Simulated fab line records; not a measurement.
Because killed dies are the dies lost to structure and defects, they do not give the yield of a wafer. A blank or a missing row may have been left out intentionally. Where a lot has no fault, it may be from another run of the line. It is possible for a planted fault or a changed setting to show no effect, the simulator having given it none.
Which tool did it? | flow sky130 | 24 lots, 72 wafers sampled, at 3 steps of a route of 708

== WHAT EACH GAUGE READ, for each wafer ==
SKY_VIA4_RS_MEAS_19: a four-point-probe measurement. Usual: VIA4_W_RS typically reads 0.2265 ohm/sq, with standard deviation 0.0025.
lot  | measured     | on           | VIA4_W_RS (ohm/sq)   | flag
L074 | day 42 15:29 | filmMetro-04 | 0.2277 0.2275 0.2261 | 
L075 | day 43 02:34 | filmMetro-02 | 0.2257 0.2242 0.2268 | 
L076 | day 43 07:04 | filmMetro-02 | 0.2313 0.2324 0.2306 | 
L077 | day 43 10:25 | filmMetro-04 | 0.2292 0.2292 0.2298 | 
L078 | day 44 00:54 | filmMetro-02 | 0.2266 0.2270 0.2258 | 
L079 | day 44 12:58 | filmMetro-03 | 0.2260 0.2251 0.2238 | 
L081 | day 44 20:50 | filmMetro-02 | 0.2255 0.2278 0.2278 | 
L080 | day 44 22:44 | filmMetro-02 | 0.2282 0.2269 0.2276 | 
L082 | day 45 02:37 | filmMetro-03 | 0.2255 0.2238 0.2239 | 
L083 | day 45 22:31 | filmMetro-03 | 0.2265 0.2246 0.2259 | 
L085 | day 46 12:38 | filmMetro-02 | 0.2259 0.2274 0.2239 | 
L086 | day 46 15:05 | filmMetro-04 | 0.2231 0.2218 0.2222 | 
L084 | day 46 16:08 | filmMetro-04 | 0.2282 0.2267 0.2280 | 
L087 | day 46 17:13 | filmMetro-03 | 0.2256 0.2249 0.2261 | 
L088 | day 46 17:16 | filmMetro-02 | 0.2262 0.2296 0.2309 | 
L089 | day 46 19:37 | filmMetro-02 | 0.2253 0.2266 0.2273 | 
L090 | day 46 23:14 | filmMetro-03 | 0.2226 0.2269 0.2268 | 
L091 | day 47 14:48 | filmMetro-02 | 0.2272 0.2283 0.2276 | 
L092 | day 48 00:43 | filmMetro-03 | 0.2263 0.2240 0.2229 | 
L093 | day 48 04:20 | filmMetro-04 | 0.2291 0.2324 0.2287 | 
L094 | day 48 05:46 | filmMetro-02 | 0.2252 0.2267 0.2252 | 
L095 | day 48 09:58 | filmMetro-02 | 0.2266 0.2277 0.2254 | 
L096 | day 48 16:34 | filmMetro-02 | 0.2280 0.2301 0.2256 | 
L097 | day 48 16:47 | filmMetro-03 | 0.2222 0.2215 0.2199 | 

== WHICH TOOL RAN EACH LOT (tool, then ch and the chambers of the sampled wafers, then the start) ==
lot  | SKY_VIA2_SPUTTER_20         | SKY_METAL4_SPUTTER_01
L074 | pvdSputter-03, day 36 02:26 | pvdSputter-02, day 39 12:10
L075 | pvdSputter-03, day 36 14:07 | pvdSputter-03, day 39 23:47
L076 | pvdSputter-02, day 36 21:35 | pvdSputter-03, day 40 05:17
L077 | pvdSputter-02, day 37 00:23 | pvdSputter-03, day 40 08:14
L078 | pvdSputter-04, day 37 17:14 | pvdSputter-04, day 41 00:31
L079 | pvdSputter-03, day 38 07:15 | pvdSputter-03, day 41 13:07
L081 | pvdSputter-03, day 38 16:42 | pvdSputter-04, day 41 21:28
L080 | pvdSputter-04, day 38 18:28 | pvdSputter-04, day 42 00:05
L082 | pvdSputter-04, day 38 21:04 | pvdSputter-03, day 42 03:43
L083 | pvdSputter-04, day 39 06:49 | pvdSputter-02, day 42 12:29
L085 | pvdSputter-02, day 40 13:31 | pvdSputter-03, day 43 15:59
L086 | pvdSputter-04, day 40 16:23 | pvdSputter-03, day 43 19:10
L084 | pvdSputter-02, day 40 17:01 | pvdSputter-03, day 43 20:26
L087 | pvdSputter-03, day 40 17:46 | pvdSputter-03, day 43 21:46
L088 | pvdSputter-03, day 40 18:12 | pvdSputter-02, day 43 22:13
L089 | pvdSputter-04, day 40 22:13 | pvdSputter-03, day 44 00:11
L090 | pvdSputter-04, day 41 01:26 | pvdSputter-02, day 44 04:39
L091 | pvdSputter-02, day 41 14:11 | pvdSputter-03, day 44 15:11
L092 | pvdSputter-03, day 42 09:33 | pvdSputter-04, day 45 09:43
L093 | pvdSputter-03, day 42 12:27 | pvdSputter-02, day 45 12:17
L094 | pvdSputter-02, day 42 15:26 | pvdSputter-04, day 45 15:02
L095 | pvdSputter-04, day 42 20:42 | pvdSputter-04, day 45 19:08
L096 | pvdSputter-02, day 43 02:54 | pvdSputter-02, day 46 01:32
L097 | pvdSputter-03, day 43 03:15 | pvdSputter-04, day 46 01:58
- SKY_VIA2_SPUTTER_20: material TiN, target thk 20 nm, time 80 s.
- SKY_METAL4_SPUTTER_01: material TiN, target thk 20 nm, time 16.7 s.

== AS READ BY THE TOOLS THEMSELVES (means over the sampled wafers that have a number; for cases with no such wafer, the mark the record gives instead) ==
SKY_VIA2_SPUTTER_20. Usual: throttleValvePct reads 30.3 % (standard deviation 0.92).
lot  | tool          | throttleValvePct (%) | flag
L074 | pvdSputter-03 | 30.5                 | 
L075 | pvdSputter-03 | 30.2                 | 
L076 | pvdSputter-02 | 30.5                 | 
L077 | pvdSputter-02 | 31.0                 | 
L078 | pvdSputter-04 | 30.9                 | 
L079 | pvdSputter-03 | 30.0                 | 
L081 | pvdSputter-03 | 30.2                 | 
L080 | pvdSputter-04 | 31.0                 | 
L082 | pvdSputter-04 | 30.9                 | 
L083 | pvdSputter-04 | 29.7                 | 
L085 | pvdSputter-02 | 31.2                 | 
L086 | pvdSputter-04 | 29.8                 | 
L084 | pvdSputter-02 | 30.7                 | 
L087 | pvdSputter-03 | 30.3                 | 
L088 | pvdSputter-03 | 29.6                 | 
L089 | pvdSputter-04 | 30.7                 | 
L090 | pvdSputter-04 | 30.1                 | 
L091 | pvdSputter-02 | 31.1                 | 
L092 | pvdSputter-03 | 30.4                 | 
L093 | pvdSputter-03 | 30.8                 | 
L094 | pvdSputter-02 | 30.3                 | 
L095 | pvdSputter-04 | 30.2                 | 
L096 | pvdSputter-02 | 30.5                 | 
L097 | pvdSputter-03 | 30.5                 | 

SKY_METAL4_SPUTTER_01. Usual: throttleValvePct reads 30.3 % (standard deviation 0.87).
lot  | tool          | throttleValvePct (%) | flag
L074 | pvdSputter-02 | 30.1                 | 
L075 | pvdSputter-03 | 30.2                 | 
L076 | pvdSputter-03 | 30.8                 | 
L077 | pvdSputter-03 | 29.8                 | 
L078 | pvdSputter-04 | 30.8                 | 
L079 | pvdSputter-03 | 30.6                 | 
L081 | pvdSputter-04 | 30.1                 | 
L080 | pvdSputter-04 | 30.1                 | 
L082 | pvdSputter-03 | 30.3                 | 
L083 | pvdSputter-02 | 30.1                 | 
L085 | pvdSputter-03 | 29.6                 | 
L086 | pvdSputter-03 | 30.4                 | 
L084 | pvdSputter-03 | 30.1                 | 
L087 | pvdSputter-03 | 29.7                 | 
L088 | pvdSputter-02 | 30.0                 | 
L089 | pvdSputter-03 | 30.2                 | 
L090 | pvdSputter-02 | 30.7                 | 
L091 | pvdSputter-03 | 30.4                 | 
L092 | pvdSputter-04 | 29.0                 | 
L093 | pvdSputter-02 | 30.9                 | 
L094 | pvdSputter-04 | 30.7                 | 
L095 | pvdSputter-04 | 30.9                 | 
L096 | pvdSputter-02 | 30.5                 | 
L097 | pvdSputter-04 | 31.1                 | 

== THE ANSWER, worked out from the rows above alone ==
Rule: take the mean of a lot's wafers that have a number; if it is more than 3 standard deviations from the usual mean, the lot is off. Also off: a lot with no number at a reading for which 4 or more lots have one. Where the step has rows for the other lots, those lots are counted as sound. Order of review: gauges by route order, followed by the tools' own readings, for which a lot's mean as printed above is used. At the first step where some lot is off, the reading lying furthest off is the one used; lots without a number count as furthest.
No lot is off on any of the readings shown, so nothing can be concluded from this.

== WHAT WAS PUT IN BY THE SIMULATOR ==
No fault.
